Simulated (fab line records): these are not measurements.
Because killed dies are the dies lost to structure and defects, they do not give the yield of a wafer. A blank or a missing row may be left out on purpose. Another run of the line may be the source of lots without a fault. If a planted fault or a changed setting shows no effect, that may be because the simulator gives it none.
A struck lot beside a sound one	flow sky130	5 steps out of a route of 708
Sound: the wafers L246.1, L246.4, L246.6. Wafers L242.2, L242.4, L242.6 were the ones struck. The cause comes at the end.
Each step with rows lists, per side, the tool, then ch with its chambers, then its first start. Under that, the readings that differ: sound wafers	struck wafers	difference of the means	sigmas: that difference in standard deviations of wafers without a fault.
alike: readings with means less than 2 such deviations apart, plus words and numbers identical on both sides. not compared: withheld readings, readings lacking a value on some wafer, bounds such as >300 that could conceal the same value, and numbers that have no deviation in the record and whose values overlap.
The two part at a step that has a row with sigmas, a row that says differs or no value, or rows on one side only. When numbers do not overlap yet have no deviation, they are printed without sigmas and do not part them. A reading missing from all wafers of one side parts the sides only when that side holds two or more wafers.

SKY_FIELD_ISO_BOW_MEAS_00:
  sound on film_metro-02 at day 4 13:00; struck on film_metro-04 at day 3 17:01
  alike: INCOMING_BOW
then, 1 step without rows for these wafers: SKY_FIELD_ISO_OXIDATION_01 (stabilise 600 s, purge 300 s, target thk 12 nm).
SKY_FIELD_ISO_THK_MEAS_02:
  sound on film_metro-02 at day 4 14:59; struck on film_metro-04 at day 3 20:55
reading	sound	struck	difference	sigmas
FIELD_ISO_OXIDATION_00_THK (nm)	12.10 11.94 12.02	15.34 15.45 15.57	+3.43	+16
then, 1 step without rows for these wafers: SKY_FIELD_ISO_CVD_03 (deposits Si3N4 from DCS/NH3, target thk 165 nm, time 2830 s).
-- a jump in the record: the struck wafers' starts before and after are 45 days apart (it breaks off in module FIELD_ISO and resumes in module PAD_OPEN, where the first step shown is number 708 of the route) --
SKY_PAD_OPEN_PROBE_99:
  sound on prober-02 at day 49 03:07; struck on prober-01 at day 48 16:49
  alike: killed_at_M0_to_M3, killed_at_M4_up, killed_at_contacts, killed_at_front_end, killed_at_other, killed_dies, killed_open, killed_short

## WHERE THEY PART
Only at SKY_FIELD_ISO_THK_MEAS_02, within this record. Later steps at which nothing parts them and some readings are alike: SKY_PAD_OPEN_PROBE_99.

WHY: the cause the simulator had injected
Metrology matching offset: film_metro-04, from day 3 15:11 on, at SKY_FIELD_ISO_THK_MEAS_02. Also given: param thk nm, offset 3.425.
